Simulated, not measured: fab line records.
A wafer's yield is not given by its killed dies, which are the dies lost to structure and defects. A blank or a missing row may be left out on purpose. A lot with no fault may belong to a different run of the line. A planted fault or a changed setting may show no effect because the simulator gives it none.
Chamber matching | flow gf180mcu | GF_PASSIVATION_CVD_02 on pecvd-01: 3 sister chambers
The step deposits Si3N4, target thk 700 nm, time 486.18 s. 6 wafers are shown with their chamber, then 8 later ones without.

WAFERS PAIRED WITH THEIR CHAMBERS
wafer  | chamber | heater power w (W)
L897.5 | 0       | 715
L897.6 | 1       | 734
L900.1 | 0       | 705
L900.4 | 2       | 608
L900.6 | 1       | 695
L901.1 | 2       | 601

WAFERS MISSING THEIR CHAMBER
wafer  | heater power w (W)
L901.3 | 711
L901.6 | 683
L903.2 | 620
L903.3 | 669
L903.6 | 655
L904.2 | 633
L904.3 | 731
L904.4 | 726

EACH ONE'S CHAMBER
wafer  | from the rows above          | in truth
L901.3 | can't be placed: 0 or 1      | 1
L901.6 | can't be placed: 0 or 1      | 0
L903.2 | 2                            | 2
L903.3 | can't be placed: 0 or 1 or 2 | 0
L903.6 | can't be placed: 2 or 0 or 1 | 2
L904.2 | 2                            | 2
L904.3 | can't be placed: 1 or 0      | 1
L904.4 | can't be placed: 1 or 0      | 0
Correct placement for 2 of the 8. Unplaceable from these rows: 6, with the true chamber sitting among the candidates in 6. Placed wrongly: 0.
How it was worked out, from the rows above alone: a wafer's distance from a chamber is the root of the sum, over the readings, of the square of ((its reading less the chamber's mean) divided by the reading's scatter). The wafer belongs to the nearest chamber; if the next one is less than 2 further off, it can't be placed. For every chamber, the mean is computed from those of its wafers that are shown. The scatter: take each reading less its chamber's mean, square it, sum over the shown wafers, divide by the number of wafers less the number of chambers, and take the root.
